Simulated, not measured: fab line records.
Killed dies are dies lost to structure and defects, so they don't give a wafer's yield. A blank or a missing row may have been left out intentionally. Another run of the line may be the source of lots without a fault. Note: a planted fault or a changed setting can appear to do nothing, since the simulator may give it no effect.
Chamber matching :: flow gf180mcu :: 3 sister chambers for GF_CONTACT_CVD_00 on hdpcvd-01
The step deposits SiO2, target thk 300 nm, time 50 s. 3 wafers are shown with their chamber, then 7 later ones without.

## WAFERS WITH THEIR CHAMBER
wafer: L260.1
chamber: 0
sih4FlowSccm (sccm): 59.55

wafer: L261.5
chamber: 2
sih4FlowSccm (sccm): 59.85

wafer: L262.4
chamber: 1
sih4FlowSccm (sccm): 59.92

## WAFERS WITHOUT THEIR CHAMBER
wafer: L262.5
sih4FlowSccm (sccm): 60.28

wafer: L264.1
sih4FlowSccm (sccm): 60.15

wafer: L264.4
sih4FlowSccm (sccm): 59.60

wafer: L264.5
sih4FlowSccm (sccm): 59.96

wafer: L263.3
sih4FlowSccm (sccm): 60.18

wafer: L263.4
sih4FlowSccm (sccm): 59.63

wafer: L263.5
sih4FlowSccm (sccm): 60.08

## WHICH CHAMBER EACH ONE RAN IN
wafer: L262.5
from the rows above: can't be placed: 1 or 2 or 0
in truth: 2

wafer: L264.1
from the rows above: can't be placed: 1 or 2 or 0
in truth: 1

wafer: L264.4
from the rows above: can't be placed: 0 or 2 or 1
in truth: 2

wafer: L264.5
from the rows above: can't be placed: 1 or 2 or 0
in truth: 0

wafer: L263.3
from the rows above: can't be placed: 1 or 2 or 0
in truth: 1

wafer: L263.4
from the rows above: can't be placed: 0 or 2 or 1
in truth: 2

wafer: L263.5
from the rows above: can't be placed: 1 or 2 or 0
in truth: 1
Placed correctly: 0 of 7. These rows do not allow placing 7 (true chamber among the candidates in 7). 0 placed wrongly.
How it was worked out, from the rows above alone: a wafer's distance from a chamber is the root of the sum, over the readings, of the square of ((its reading less the chamber's mean) divided by the reading's scatter). The wafer belongs to the nearest chamber; if the next one is less than 2 further off, it can't be placed. A chamber's mean is the mean of its shown wafers. The scatter: with one shown wafer a chamber, the root of the mean of the squares of how far each hidden wafer lies from its nearest shown one.
